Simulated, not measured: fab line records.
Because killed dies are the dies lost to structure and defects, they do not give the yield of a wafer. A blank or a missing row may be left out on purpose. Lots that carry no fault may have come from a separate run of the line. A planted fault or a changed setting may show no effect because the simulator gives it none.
fab line records	flow gf180mcu
record: lots: 14	wafers: 42	lastDay: 34
route steps=602 shown MVPSD@89 VT_IMPLANT@94 HV_LDD@186
lots that met no fault: from a run of the same line without faults
startH: start of the lot's first displayed wafer, in hours after the record's first day	waitH: hours elapsed since this lot's preceding step	" identical to the entry in the row above	L1.1+2: one row covering several wafers at once	- no value, or no start given	* or withheld: withheld	< > ~ a bound
route shown NAME@n: a module of which the file shows steps, and the number in the route of the first	usual: mean/standard deviation of fault-free wafers	same: alike in all rows	chamber/n: place in a boat	sites: readings site by site	_std_site: their standard deviation	_edge_site: the outer-site mean with the inner-site mean subtracted	radiusMm: for every site, how far away it sits from the centre of the wafer	mask NAME#n: copy n	behind: the last tool/chamber to shape the wafer	hold: why the lot went on hold/how many hours it stayed there/how the hold came to an end	device: the n, p or np transistor that did not switch	end of line: the route-end tests of the same wafers	for a step that has no rows: nothing shown but its recipe	killed: the dies lost at the first sort to structure and to defects; this is not the yield of the wafer	map: per-die view of a wafer (x killed, . not killed, _ where there is no die)
set.NAME: the setting that was run; set.NAME@STEP: the one run at that earlier step	model.NAME: the simulator's own value behind a step, which no gauge read
route steps across a sampled set of lots; one table per step, one row per wafer
services: the hour from which a tool's chamber was out of use, counted from the record's first day as startH (under 0 if before that day), plus the number of hours and why
== steps ==
step: GF_MVPSD_TW_MEAS_11
usual: MVPSD_TW: 554/6.4
lot.wafer	tool	chamber	startH	waitH	MVPSD_TW
L853.2	filmMetro-04	-	103.40	0.1	565
L853.3	"	-	"	"	563
L853.6	"	-	"	"	565
L854.1	filmMetro-04	-	106.89	0.1	560
L854.5	"	-	"	"	557
L854.6	"	-	"	"	559
L855.2	filmMetro-02	-	110.51	0.1	545
L855.3	"	-	"	"	547
L855.4	"	-	"	"	546
L857.2	filmMetro-01	-	121.31	0.1	548
L857.3	"	-	"	"	553
L857.5	"	-	"	"	550
L861.1	filmMetro-01	-	143.55	0.1	552
L861.2	"	-	"	"	551
L861.3	"	-	"	"	547
L864.1	filmMetro-01	-	163.74	0.1	547
L864.4	"	-	"	"	548
L864.5	"	-	"	"	550
L865.3	filmMetro-02	-	168.02	0.1	551
L865.4	"	-	"	"	554
L865.6	"	-	"	"	550
L866.1	filmMetro-04	-	189.75	0.1	560
L866.4	"	-	"	"	561
L866.5	"	-	"	"	561
L867.3	filmMetro-04	-	195.06	0.1	558
L867.4	"	-	"	"	558
L867.5	"	-	"	"	556
L868.1	filmMetro-01	-	195.79	0.1	548
L868.4	"	-	"	"	552
L868.5	"	-	"	"	548
L870.2	filmMetro-04	-	199.66	0.1	560
L870.5	"	-	"	"	557
L870.6	"	-	"	"	560
L871.2	filmMetro-04	-	206.70	0.1	558
L871.5	"	-	"	"	553
L871.6	"	-	"	"	556
L872.1	filmMetro-01	-	219.99	0.1	555
L872.2	"	-	"	"	553
L872.5	"	-	"	"	555
L874.2	filmMetro-02	-	236.95	0.1	546
L874.3	"	-	"	"	549
L874.6	"	-	"	"	548
step: GF_VT_IMPLANT_EXPOSE_04
recipe: maskId: LVPWELL_LV_AREA	targetCdNm: 600	na: 0.6	sourceShape: conventional	sigmaOuter: 0.6	doseMj: 140
usual: exposureDoseMJCm2: 140.01/0.15	focusOffsetNm: -0.1/0.63	na: 0.6/0
lot.wafer	tool	chamber	startH	waitH	mask	exposureDoseMJCm2	focusOffsetNm	na
L853.2	ilineStepper-01	0	107.42	-	LVPWELL_LV_AREA#0	139.96	0.0	0.6
L853.3	"	0	"	"	LVPWELL_LV_AREA#0	140.22	-0.6	0.6
L853.6	"	0	"	"	LVPWELL_LV_AREA#0	139.91	0.0	0.6
L854.1	ilineStepper-02	-	111.18	-	LVPWELL_LV_AREA#0	-	-	-
L854.5	"	-	"	"	LVPWELL_LV_AREA#0	-	-	-
L854.6	"	-	"	"	LVPWELL_LV_AREA#0	-	-	-
L855.2	ilineStepper-02	-	117.83	-	LVPWELL_LV_AREA#0	-	-	-
L855.3	"	-	"	"	LVPWELL_LV_AREA#0	-	-	-
L855.4	"	-	"	"	LVPWELL_LV_AREA#0	-	-	-
L857.2	ilineStepper-02	0	128.10	-	LVPWELL_LV_AREA#0	140.22	-0.2	0.6
L857.3	"	0	"	"	LVPWELL_LV_AREA#0	140.16	-0.7	0.6
L857.5	"	0	"	"	LVPWELL_LV_AREA#0	140.15	-0.6	0.6
L861.1	ilineStepper-01	0	152.06	-	LVPWELL_LV_AREA#0	139.93	-0.4	0.6
L861.2	"	0	"	"	LVPWELL_LV_AREA#0	139.85	0.6	0.6
L861.3	"	0	"	"	LVPWELL_LV_AREA#0	139.99	0.4	0.6
L864.1	ilineStepper-02	0	172.53	-	LVPWELL_LV_AREA#0	139.98	0.1	0.6
L864.4	"	0	"	"	LVPWELL_LV_AREA#0	139.84	0.0	0.6
L864.5	"	0	"	"	LVPWELL_LV_AREA#0	139.88	-0.5	0.6
L865.3	ilineStepper-02	0	176.20	-	LVPWELL_LV_AREA#0	140.20	-0.5	0.6
L865.4	"	0	"	"	LVPWELL_LV_AREA#0	140.09	-0.5	0.6
L865.6	"	0	"	"	LVPWELL_LV_AREA#0	140.01	-0.6	0.6
L866.1	ilineStepper-02	0	197.80	-	LVPWELL_LV_AREA#0	140.12	0.2	0.6
L866.4	"	0	"	"	LVPWELL_LV_AREA#0	139.92	0.5	0.6
L866.5	"	0	"	"	LVPWELL_LV_AREA#0	139.94	0.0	0.6
L867.3	ilineStepper-01	0	204.11	-	LVPWELL_LV_AREA#0	140.03	-0.2	0.6
L867.4	"	0	"	"	LVPWELL_LV_AREA#0	139.97	0.2	0.6
L867.5	"	0	"	"	LVPWELL_LV_AREA#0	140.06	0.6	0.6
L868.1	ilineStepper-02	0	204.69	-	LVPWELL_LV_AREA#0	139.89	0.4	0.6
L868.4	"	0	"	"	LVPWELL_LV_AREA#0	140.08	0.6	0.6
L868.5	"	0	"	"	LVPWELL_LV_AREA#0	139.80	-1.2	0.6
L870.2	ilineStepper-01	0	208.18	-	LVPWELL_LV_AREA#0	140.07	-0.3	0.6
L870.5	"	0	"	"	LVPWELL_LV_AREA#0	140.13	-1.0	0.6
L870.6	"	0	"	"	LVPWELL_LV_AREA#0	140.21	-1.0	0.6
L871.2	ilineStepper-02	0	215.30	-	LVPWELL_LV_AREA#0	139.95	-0.5	0.6
L871.5	"	0	"	"	LVPWELL_LV_AREA#0	140.11	1.2	0.6
L871.6	"	0	"	"	LVPWELL_LV_AREA#0	140.34	-0.2	0.6
L872.1	ilineStepper-02	0	229.25	-	LVPWELL_LV_AREA#0	140.22	-0.2	0.6
L872.2	"	0	"	"	LVPWELL_LV_AREA#0	140.08	0.2	0.6
L872.5	"	0	"	"	LVPWELL_LV_AREA#0	140.25	-0.4	0.6
L874.2	ilineStepper-01	0	246.67	-	LVPWELL_LV_AREA#0	139.95	0.6	0.6
L874.3	"	0	"	"	LVPWELL_LV_AREA#0	139.69	0.1	0.6
L874.6	"	0	"	"	LVPWELL_LV_AREA#0	139.85	-0.2	0.6
step: GF_VT_IMPLANT_STRIP_20
recipe: chemistry: O2/N2	powerW: 1400	pressureMtorr: 1500	platenTempC: 250	o2FlowSccm: 3000	n2FlowSccm: 300	overashFraction: 0.5
usual: drypumpMotorCurrentA: 5.3/0.3	heaterPowerW: 338/34	o2FlowSccm: 3002/8.3	oesProductAu: 0.716/0.0048	stripTimeToEndpointS: 12.63/0.034
lot.wafer	tool	chamber	startH	waitH	drypumpMotorCurrentA	heaterPowerW	o2FlowSccm	oesProductAu	rfHoursCounterH	stripTimeToEndpointS
L853.2	plasmaAsher-02	1	126.04	0.1	5.7	345	3001	0.720	1	12.67
L853.3	"	0	"	"	5.6	278	3000	0.721	-	12.66
L853.6	"	1	"	"	5.7	345	3015	0.716	-	12.68
L854.1	plasmaAsher-01	1	134.09	0.1	5.0	381	3017	0.711	35	12.63
L854.5	"	1	"	"	5.0	365	3008	0.723	-	12.63
L854.6	"	0	"	"	5.1	357	2981	0.709	-	12.60
L855.2	plasmaAsher-01	1	140.09	0.1	5.0	371	3008	0.717	36	12.58
L855.3	"	0	"	"	5.1	356	3000	0.711	-	12.58
L855.4	"	1	"	"	5.0	381	3017	0.709	-	12.64
L857.2	plasmaAsher-01	0	152.24	0.1	5.1	361	3011	0.705	37	12.67
L857.3	"	1	"	"	5.0	380	3002	0.714	-	12.67
L857.5	"	1	"	"	5.0	379	3001	0.718	-	12.67
L861.1	plasmaAsher-02	1	176.24	0.1	5.8	349	3002	0.717	6	12.63
L861.2	"	0	"	"	5.6	278	3000	0.723	6	12.61
L861.3	"	1	"	"	5.8	332	2989	0.718	-	12.61
L864.1	plasmaAsher-01	1	196.69	0.1	5.0	380	2992	0.719	41	12.63
L864.4	"	1	"	"	5.0	378	3007	0.719	-	12.61
L864.5	"	0	"	"	5.1	354	3005	0.716	-	12.62
L865.3	plasmaAsher-02	1	202.63	0.1	5.8	334	3007	0.716	-	12.71
L865.4	"	0	"	"	5.6	277	2989	0.717	-	12.69
L865.6	"	0	"	"	5.6	279	2994	0.724	-	12.70
L866.1	plasmaAsher-01	0	224.69	0.1	5.1	345	2990	0.717	43	12.62
L866.4	"	1	"	"	4.9	390	3020	0.720	-	12.63
L866.5	"	0	"	"	5.1	369	2989	0.714	-	12.62
L867.3	plasmaAsher-01	0	231.23	0.1	5.1	363	2998	0.717	-	12.67
L867.4	"	1	"	"	5.0	389	3001	0.716	-	12.63
L867.5	"	0	"	"	5.1	352	2998	0.717	-	12.66
L868.1	plasmaAsher-03	0	232.69	0.1	5.5	307	3015	0.712	57	12.60
L868.4	"	0	"	"	5.5	308	3001	0.717	-	12.60
L868.5	"	0	"	"	5.5	303	3015	0.717	-	12.64
L870.2	plasmaAsher-03	1	234.54	0.1	5.7	313	2997	0.718	58	12.67
L870.5	"	0	"	"	5.5	309	3012	0.712	-	12.64
L870.6	"	1	"	"	5.7	313	3003	0.729	-	12.58
L871.2	plasmaAsher-03	1	243.05	0.1	5.7	319	3004	0.723	58	12.63
L871.5	"	0	"	"	5.5	309	3003	0.719	-	12.61
L871.6	"	1	"	"	5.7	319	3005	0.707	-	12.63
L872.1	plasmaAsher-03	1	257.44	0.1	5.7	319	3004	0.721	60	12.61
L872.2	"	0	"	"	5.5	307	3019	0.712	60	12.63
L872.5	"	0	"	"	5.5	315	2996	0.710	-	12.69
L874.2	plasmaAsher-01	0	275.04	0.1	5.1	352	3006	0.708	47	12.62
L874.3	"	0	"	"	5.1	357	2999	0.716	-	12.64
L874.6	"	1	"	"	5.0	376	3008	0.712	-	12.61
step: GF_HV_LDD_STRIP_10
recipe: chemistry: O2/N2	powerW: 1400	pressureMtorr: 1500	platenTempC: 250	o2FlowSccm: 3000	n2FlowSccm: 300	overashFraction: 0.5
usual: drypumpMotorCurrentA: 5.8/0.33	heaterPowerW: 321/21	o2FlowSccm: 3000/9.5	oesProductAu: 0.717/0.0044	stripTimeToEndpointS: 12.63/0.032
lot.wafer	tool	chamber	startH	waitH	drypumpMotorCurrentA	heaterPowerW	o2FlowSccm	oesProductAu	rfHoursCounterH	stripTimeToEndpointS
L853.2	plasmaAsher-03	0	220.16	0.1	5.5	312	3011	0.714	56	12.60
L853.3	"	1	"	"	5.7	318	3009	0.719	-	12.59
L853.6	"	1	"	"	5.7	320	2998	0.723	-	12.63
L857.2	plasmaAsher-02	1	250.91	0.1	5.7	336	2992	0.719	15	12.57
L857.3	"	1	"	"	5.7	344	2997	0.706	-	12.62
L857.5	"	0	"	"	5.6	277	3011	0.718	-	12.61
L861.1	plasmaAsher-02	1	280.82	0.1	5.8	349	3006	0.720	19	12.58
L861.2	"	0	"	"	5.6	278	3004	0.719	19	12.56
L861.3	"	0	"	"	5.6	272	2999	0.720	-	12.59
L864.1	plasmaAsher-03	0	305.81	0.1	5.5	311	3002	0.710	66	12.62
L864.4	"	1	"	"	5.7	325	2992	0.716	-	12.64
L864.5	"	1	"	"	5.7	318	2997	0.716	-	12.60
L865.3	plasmaAsher-04	1	305.90	0.1	6.4	340	2991	0.725	-	12.69
L865.4	"	0	"	"	5.7	331	3000	0.719	-	12.68
L865.6	"	0	"	"	5.7	336	3007	0.715	-	12.70
L866.1	plasmaAsher-02	1	331.55	0.1	5.7	338	3006	0.719	22	12.64
L866.4	"	0	"	"	5.6	275	2999	0.717	-	12.66
L866.5	"	1	"	"	5.7	337	3003	0.725	-	12.63
L868.1	plasmaAsher-03	0	340.96	0.1	5.5	312	3003	0.714	70	12.61
L868.4	"	0	"	"	5.5	315	2996	0.720	-	12.59
L868.5	"	1	"	"	5.7	324	3003	0.708	-	12.57
L867.3	plasmaAsher-02	0	341.85	0.1	5.6	272	2994	0.715	-	12.68
L867.4	"	1	"	"	5.8	340	3013	0.713	-	12.68
L867.5	"	1	"	"	5.8	340	2985	0.720	-	12.67
L870.2	plasmaAsher-03	0	347.81	0.1	5.6	312	2986	0.710	70	12.58
L870.5	"	0	"	"	5.5	306	3002	0.726	-	12.61
L870.6	"	1	"	"	5.7	318	2989	0.718	-	12.63
L871.2	plasmaAsher-02	1	350.21	0.1	5.7	335	2999	0.721	24	12.65
L871.5	"	1	"	"	5.7	346	2990	0.723	-	12.68
L871.6	"	0	"	"	5.6	265	3004	0.709	-	12.66
L872.1	plasmaAsher-03	1	371.26	0.1	5.7	324	2985	0.716	73	12.66
L872.2	"	0	"	"	5.5	315	3002	0.716	73	12.66
L872.5	"	0	"	"	5.5	302	3023	0.722	-	12.67
L874.2	plasmaAsher-04	1	389.41	0.1	6.4	340	3001	0.713	71	12.60
L874.3	"	0	"	"	5.7	321	3001	0.722	-	12.62
L874.6	"	1	"	"	6.4	341	2996	0.720	-	12.60
== services ==
tool	chamber	startH	hours	kind
ilineStepper-02	-	108.22	1.7	pm
plasmaAsher-02	-	108.75	9.0	pm
plasmaAsher-02	0	108.75	9.0	ventCycle
plasmaAsher-02	1	108.75	9.0	ventCycle
plasmaAsher-04	-	115.48	7.0	repair
plasmaAsher-01	-	125.46	1.8	repair
ilineStepper-02	0	135.34	-	calibration
ilineStepper-01	-	140.19	6.0	repair
ilineStepper-01	-	148.05	1.9	repair
ilineStepper-02	-	149.34	-	consumableReplace:lamp
ilineStepper-01	-	168.45	15.4	repair
plasmaAsher-01	-	176.88	2.8	pm
plasmaAsher-03	-	181.37	3.3	repair
ilineStepper-01	-	185.60	1.7	pm
plasmaAsher-04	-	196.94	2.8	repair
plasmaAsher-01	-	199.27	4.0	pm
plasmaAsher-04	-	222.50	4.2	repair
plasmaAsher-01	-	260.82	13.4	repair
plasmaAsher-02	-	287.11	15.6	pm
ilineStepper-01	-	306.11	8.9	pm
ilineStepper-02	-	326.40	1.7	pm
ilineStepper-01	-	339.08	7.2	repair
ilineStepper-02	0	352.76	-	calibration
plasmaAsher-03	-	353.64	2.8	pm
== key ==
firstSign: step: GF_VT_IMPLANT_EXPOSE_04	reading: toolRecord	direction: missing
effect none on later readings
metAt GF_VT_IMPLANT_EXPOSE_04
struckLots L854,L855
laterRowsLeftOut L854.1,L854.5,L854.6,L855.2,L855.3,L855.4
sortLeftOut L854.1,L854.5,L854.6,L855.2,L855.3,L855.4
testerLeftOut L854,L855
notActingAt GF_MVPSD_TW_MEAS_11,GF_VT_IMPLANT_STRIP_20,GF_HV_LDD_STRIP_10
fault: kind: skippedStepWhole	tool: ilineStepper-02	chamber: -	onsetH: 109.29	steps: GF_VT_IMPLANT_EXPOSE_04	scope: struckLotsOnly
testerLeftOut: of these lots the tester's yield and bins aren't shown, on N5 and GAA mostly nor the transistor test; their killed dies are dies lost to structure and defects alone, not to doping, threshold or leakage, so they don't give the yield
sortLeftOut: the simulated sort isn't trusted on such a fault, so these wafers' sort isn't shown, and their yield isn't known
laterRowsLeftOut: the simulator's readings of these wafers behind a module that went badly wrong aren't trusted and aren't shown, but for the sort
